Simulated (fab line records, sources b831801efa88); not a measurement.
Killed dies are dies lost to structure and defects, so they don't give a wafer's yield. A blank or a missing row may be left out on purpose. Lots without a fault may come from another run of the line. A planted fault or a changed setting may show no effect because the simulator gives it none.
A struck lot beside a sound one | flow sfq_line | 14 steps out of a route of 325
Sound: wafers L660.2, L660.5, L660.6. Struck: wafer L666.4. (L666.5, L666.6 of the same lot were not struck and are left out.) The cause comes at the end.
At each step with rows: each side's tool, then ch and its chambers, then its first start. Under that, the readings that differ: sound wafers | struck wafers | difference of the means | sigmas: that difference in standard deviations of wafers without a fault.
alike: readings whose means differ by less than 2 such deviations, and words and numbers that are the same on both sides. not compared: withheld readings, readings that some wafer has no value for, bounds like >300 that may hide the same value, and numbers for which the record gives no deviation and whose values overlap.
The two part at a step that has a row with sigmas, a row that says differs or no value, or rows on one side only. Numbers that don't overlap but have no deviation are shown without sigmas and don't part them. A reading that every wafer of one side lacks parts them only if that side has two wafers or more.

first, 6 steps without rows for these wafers: SFQ_TRILAYER_M2_LITHO_COAT_062 (resist thk 62 nm); SFQ_TRILAYER_M2_LITHO_COAT_057 (resist thk 600 nm); SFQ_TRILAYER_M2_LITHO_SOFTBAKE_061; SFQ_TRILAYER_M2_LITHO_EXPOSE_058 (exposes mask M2, target cd 500 nm); SFQ_TRILAYER_M2_LITHO_PEB_060 (peb time 60 s); SFQ_TRILAYER_M2_LITHO_DEVELOP_059 (time 60 s).
SFQ_M2_OVL_MEAS_916:
  sound on overlay-02, day 40 12:49; struck on overlay-02, day 43 15:34
  alike: M2_OVL
SFQ_TRILAYER_M2_BARC_OPEN_METAL_ETCH_077: etches BARC in O2, target depth 125 nm, time 41.7 s.
  sound on rie_metal-01 ch 1, day 40 12:52; struck on rie_metal-02 ch 0, day 43 15:37
  alike: drypump_motor_current_A, oes_product_au
  not compared: rf_hours_counter_h
SFQ_TRILAYER_M2_ETCH_METAL_ETCH_060: etches Nb in Cl2/Ar, stops on SiO2, target depth 240 nm, time 120 s.
  sound on rie_metal-01 ch 1, day 40 13:03; struck on rie_metal-02 ch 0, day 43 15:41
  alike: drypump_motor_current_A, oes_product_au
  not compared: rf_hours_counter_h
SFQ_TRILAYER_M2_STRIP_STRIP_061: strips in O2.
  sound on rie_metal-01 ch 1, day 40 13:36; struck on rie_metal-02 ch 0, day 43 15:58
  alike: drypump_motor_current_A, oes_product_au
  not compared: rf_hours_counter_h
then, 1 step without rows for these wafers: SFQ_TRILAYER_M2_STRIP_SOLV_CLEAN_062 (cleans in NMP, time 600 s).
SFQ_TRILAYER_I2_DEP_PECVD_063: deposits SiO2 from SiH4/N2O, time 111.11 s, target thk 500 nm.
  sound on pecvd-03 ch 1,2, day 40 15:07; struck on pecvd-04 ch 0, day 43 16:35
  reading                                             | sound             | struck | difference | sigmas
  rf_fwd_power_W (W)                                  | 182.2 182.1 181.7 | 255.0  | +73.0      | +99 or more
  showerhead_vpp_V (V)                                | 932 901 831       | 1000   | +112       | +3
  model.SiO2_of_TRILAYER_I2_DEP_PECVD_063.thk_nm (nm) | 493.5 500 503.8   | 559.1  | +60.0      |
  alike: heater_power_w, throttle_valve_pct
SFQ_TRILAYER_I2_CMP_CMP_064: polishes SiO2.
  sound on cmp-01 ch 1,2, day 40 23:23; struck on cmp-02 ch 2, day 43 19:35
  reading                 | sound             | struck | difference | sigmas
  edge_zone_pressure_frac | 1.012 1.009 1.000 | 0.987  | -0.020     | -4
  time_to_endpoint_s (s)  | 215 223 220       | 250    | +31        | +4
  alike: motor_current_A
SFQ_I2_BOW_MEAS_917:
  sound on film_metro-02, day 41 02:24; struck on film_metro-02, day 43 22:09
  alike: I2_BOW

WHERE THEY PART
First at SFQ_TRILAYER_I2_DEP_PECVD_063; last, within this record, at SFQ_TRILAYER_I2_CMP_CMP_064. Later steps at which nothing parts them and some readings are alike: SFQ_I2_BOW_MEAS_917.

WHY: what the simulator had put in
Process parameter drift: pecvd-04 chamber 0, from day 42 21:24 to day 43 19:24, at SFQ_TRILAYER_I2_DEP_PECVD_063. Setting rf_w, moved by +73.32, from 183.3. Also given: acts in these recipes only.
